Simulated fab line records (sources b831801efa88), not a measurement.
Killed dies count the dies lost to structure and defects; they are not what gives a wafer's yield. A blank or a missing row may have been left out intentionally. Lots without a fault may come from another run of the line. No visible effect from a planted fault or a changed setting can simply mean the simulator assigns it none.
Matching of chambers ; flow gf180mcu ; cmp-02 running GF_V4_CMP_26: 4 sister chambers
The step polishes, stops on SiO2, t overpolish 15 s, target thk 0 nm. 8 wafers are shown with their chamber, then 7 later ones without.

## WAFERS, EACH WITH ITS CHAMBER
wafer;chamber;motorCurrentA (A);timeToEndpointS (s)
L257.2;0;10.8;85
L255.1;0;11.4;87
L256.2;1;11.9;79
L256.5;2;10.7;82
L262.1;1;11.7;83
L263.6;3;11.9;81
L274.1;3;13.4;87
L274.5;2;10.8;83

## WAFERS WHOSE CHAMBER IS MISSING
wafer;motorCurrentA (A);timeToEndpointS (s)
L274.6;12.6;81
L275.2;11.9;79
L275.3;10.5;83
L275.4;10.9;89
L276.3;11.2;88
L276.4;13.5;77
L276.5;13.9;78

## EACH ONE'S CHAMBER
wafer;from the rows above;in truth
L274.6;can't be placed: 3 or 1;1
L275.2;can't be placed: 1 or 3 or 2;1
L275.3;can't be placed: 2 or 0 or 1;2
L275.4;can't be placed: 0 or 2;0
L276.3;can't be placed: 0 or 2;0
L276.4;can't be placed: 3 or 1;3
L276.5;can't be placed: 3 or 1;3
Correct placement for 0 of the 7. These rows do not allow placing 7 (true chamber among the candidates in 7). Wrongly placed: 0.
How it was worked out, from the rows above alone: a wafer's distance from a chamber is the root of the sum, over the readings, of the square of ((its reading less the chamber's mean) divided by the reading's scatter). The wafer belongs to the nearest chamber; if the next one is less than 2 further off, it can't be placed. A chamber's mean is the mean of its shown wafers. The scatter: take each reading less its chamber's mean, square it, sum over the shown wafers, divide by the number of wafers less the number of chambers, and take the root.
